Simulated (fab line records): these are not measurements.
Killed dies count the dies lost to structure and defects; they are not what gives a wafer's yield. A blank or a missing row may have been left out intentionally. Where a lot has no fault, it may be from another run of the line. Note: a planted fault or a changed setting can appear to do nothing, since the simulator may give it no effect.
Shared-tool check ; flow gf180mcu ; 13 lots and 39 wafers in the sample

== WHY IT WAS OPENED ==
Of 13 lots, 2 have the reading NSD_OVL flagged at GF_NSD_OVL_MEAS_08. No-fault wafers: -0.2 nm, standard deviation 1.4.
Rule: a lot gets a flag if all its wafers with a number sit over 4 standard deviations from that mean, or if no wafer of it has a number. All remaining lots are regarded as sound.

lot;measured;on;NSD_OVL (nm), wafer by wafer;flag
L637;day 13 21:46;overlay-02;0.6 -0.8 -0.2;
L638;day 14 08:13;overlay-01;1.5 -0.4 0.7;
L639;day 14 10:28;overlay-01;1.0 1.4 1.2;
L640;day 14 14:31;overlay-01;-1.9 -0.4 -0.3;
L643;day 15 19:23;overlay-01;1.5 0.6 0.3;
L644;day 16 06:20;overlay-01;171.6 169.6 171.3;FLAGGED
L648;day 17 15:49;overlay-02;0.6 -1.0 0.9;
L650;day 18 10:55;overlay-02;170.9 172.7 172.8;FLAGGED
L655;day 19 21:59;overlay-01;-0.3 1.4 -2.1;
L656;day 20 03:52;overlay-01;0.0 -3.4 -1.7;
L657;day 20 11:49;overlay-02;-3.7 -2.0 -2.6;
L658;day 20 21:16;overlay-01;-0.5 -0.8 0.1;
L659;day 21 03:59;overlay-01;-2.0 -3.3 -2.4;
On average the flagged lots read 171.5 nm, which is +171.7 nm against the usual, or +99 or more standard deviations.

== TOOL THAT RAN EACH LOT ==
The record holds 2 process steps before the reading, out of a route of 602 steps. Each cell gives the tool, then ch followed by the chambers the sampled wafers passed through, then the start.
lot;flag;GF_HV_LDD_STRIP_10;GF_NSD_EXPOSE_04
L637;;plasma asher-02 ch 0,1, day 10 12:10;iline stepper-02 ch 0, day 13 11:57
L638;;plasma asher-02 ch 0,1, day 10 22:22;iline stepper-01 ch 0, day 13 21:34
L639;;plasma asher-01 ch 0,1, day 10 22:51;iline stepper-01 ch 0, day 13 23:56
L640;;plasma asher-04 ch 0,1, day 11 03:44;iline stepper-01 ch 0, day 14 04:32
L643;;plasma asher-02 ch 0,1, day 12 04:31;iline stepper-02 ch 0, day 15 08:43
L644;FLAGGED;plasma asher-01 ch 0,1, day 12 14:20;iline stepper-01 ch 0, day 15 19:04
L648;;plasma asher-01 ch 0,1, day 13 21:47;iline stepper-02 ch 0, day 17 05:03
L650;FLAGGED;plasma asher-01 ch 0,1, day 14 13:32;iline stepper-01 ch 0, day 17 23:14
L655;;plasma asher-01 ch 0,1, day 15 19:52;iline stepper-02 ch 0, day 19 09:59
L656;;plasma asher-01 ch 0,1, day 16 05:01;iline stepper-02 ch 0, day 19 16:15
L657;;plasma asher-02 ch 0,1, day 16 11:38;iline stepper-02 ch 0, day 20 00:01
L658;;plasma asher-01 ch 0,1, day 16 19:07;iline stepper-02 ch 0, day 20 09:52
L659;;plasma asher-01 ch 0,1, day 17 02:34;iline stepper-02 ch 0, day 20 15:53
What is done by these steps:
- GF_HV_LDD_STRIP_10: strips in O2/N2.
- GF_NSD_EXPOSE_04: exposes mask Nplus, target cd 400 nm.
- GF_NSD_OVL_MEAS_08

== FLAGGED AGAINST TOTAL, ONE TOOL AT A TIME (gauges that did the reading follow at the end) ==
step;tool;lots run;flagged;share of the flagged lots;sound lots run after its first flagged lot
GF_HV_LDD_STRIP_10;plasma asher-01;8;2;all;5 (L648,L655,L656,L658,L659)
GF_HV_LDD_STRIP_10;plasma asher-02;4;0;none;-
GF_HV_LDD_STRIP_10;plasma asher-04;1;0;none;-
GF_NSD_EXPOSE_04;iline stepper-01;5;2;all;0
GF_NSD_EXPOSE_04;iline stepper-02;8;0;none;-
GF_NSD_OVL_MEAS_08;overlay-01;9;1;some;4 (L655,L656,L658,L659)
GF_NSD_OVL_MEAS_08;overlay-02;4;1;some;1 (L657)

== THE TABLE: WHAT IT ALLOWS ==
Every flagged lot went through 2 rows of the table: plasma asher-01 at GF_HV_LDD_STRIP_10 and iline stepper-01 at GF_NSD_EXPOSE_04.
- plasma asher-01 at GF_HV_LDD_STRIP_10 ran 8 lots, 2 of them flagged. Sound lots ran on it after the first flagged one (L648, L655, L656, L658, L659), which a lasting fault on the whole tool wouldn't allow.
- iline stepper-01 at GF_NSD_EXPOSE_04 ran 5 lots, 2 of them flagged. It ran its last sound lot, L640, at day 14 04:32 and its first flagged lot, L644, at day 15 19:04: a fault with its onset between the two fits.
Just one tool remains: iline stepper-01 at GF_NSD_EXPOSE_04.

== WHAT THE SIMULATOR PUT IN ==
Scanner matching overlay: iline stepper-01, from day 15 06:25 on, at GF_NSD_EXPOSE_04. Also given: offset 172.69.
Shown lots that were struck: L644, L650. The same result came from the rule above.
